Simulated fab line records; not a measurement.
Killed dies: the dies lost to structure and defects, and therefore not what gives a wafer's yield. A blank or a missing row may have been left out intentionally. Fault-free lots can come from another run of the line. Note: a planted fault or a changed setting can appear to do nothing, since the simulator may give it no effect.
One fault seen from 2 desks -- flow sky130 -- what lay behind the numbers comes last; until then each desk has only its own

AT THE METROLOGY DESK
Means of the sampled wafers that have a number, per lot and without regard to the tool the lot ran on: this is what the gauges read. Marked OUT: a lot whose mean sits more than 4 standard deviations from the usual mean, which makes it out of limits; the brackets give that distance.
Columns: A = cd nm at SKY_FIELD_ISO_CD_MEAS_13, usual 149.6 nm; B = FIELD_ISO_CVD_24_THK at SKY_FIELD_ISO_THK_MEAS_25, usual 594 nm; C = PWDE_TW at SKY_PWDE_TW_MEAS_10, usual 374
lot,first seen here,A,B,C
L865,day 2 10:53,148.7,598,377
L866,day 2 10:55,151.4,587,375
L867,day 2 19:01,148.7,596,376
L868,day 3 01:44,147.6,601,376
L869,day 3 02:16,149.2,594,376
L871,day 3 12:31,150.7,594,366
L876,day 4 14:44,150.9,404 (-27) OUT,375
L879,day 5 06:50,149.5,409 (-26) OUT,378
L880,day 5 14:58,147.9,583,379
L881,day 5 17:26,148.9,591,379
L883,day 6 03:32,149.2,596,369
Per this desk, out of limits: L876, L879; the first was L876, day 4 17:13 (FIELD_ISO_CVD_24_THK at SKY_FIELD_ISO_THK_MEAS_25). L865, L866, L867, L868, L869, L871, L880, L881, L883: within limits.

DESK OF THE TOOL OWNER: hdpcvd-01
The tool's own readings at SKY_FIELD_ISO_CVD_24 (deposits SiO2, target thk 595 nm, time 99.2 s): means of the sampled wafers that have a number, for each lot that ran on this tool. Marked OUT: a lot whose mean sits more than 4 standard deviations from the usual mean, which makes it out of limits; the brackets give that distance.
Columns: A = susceptor temp C at SKY_FIELD_ISO_CVD_24, usual 650.0 C
lot,first seen here,A
L866,day 2 16:56,650.1
L876,day 4 17:08,650.5
L879,day 5 08:46,650.1
Result from this desk: across the 3 lots, nothing is out of limits.

TAKEN TOGETHER
On L876, L879, the metrology desk was in a position to raise an alarm at day 4 17:13.
The tool owner's desk saw nothing out of limits.
Tool owner's desk: L876, L879 on record, inside its limits.
On hdpcvd-01, each named lot ran SKY_FIELD_ISO_CVD_24.

WHAT WAS PUT IN BY THE SIMULATOR
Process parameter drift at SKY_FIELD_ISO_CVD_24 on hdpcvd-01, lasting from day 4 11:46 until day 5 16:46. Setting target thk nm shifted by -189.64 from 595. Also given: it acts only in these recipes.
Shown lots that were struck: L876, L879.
Per desk, hours elapsed from the start of the fault to the first reading out of limits: for the metrology desk, 5.
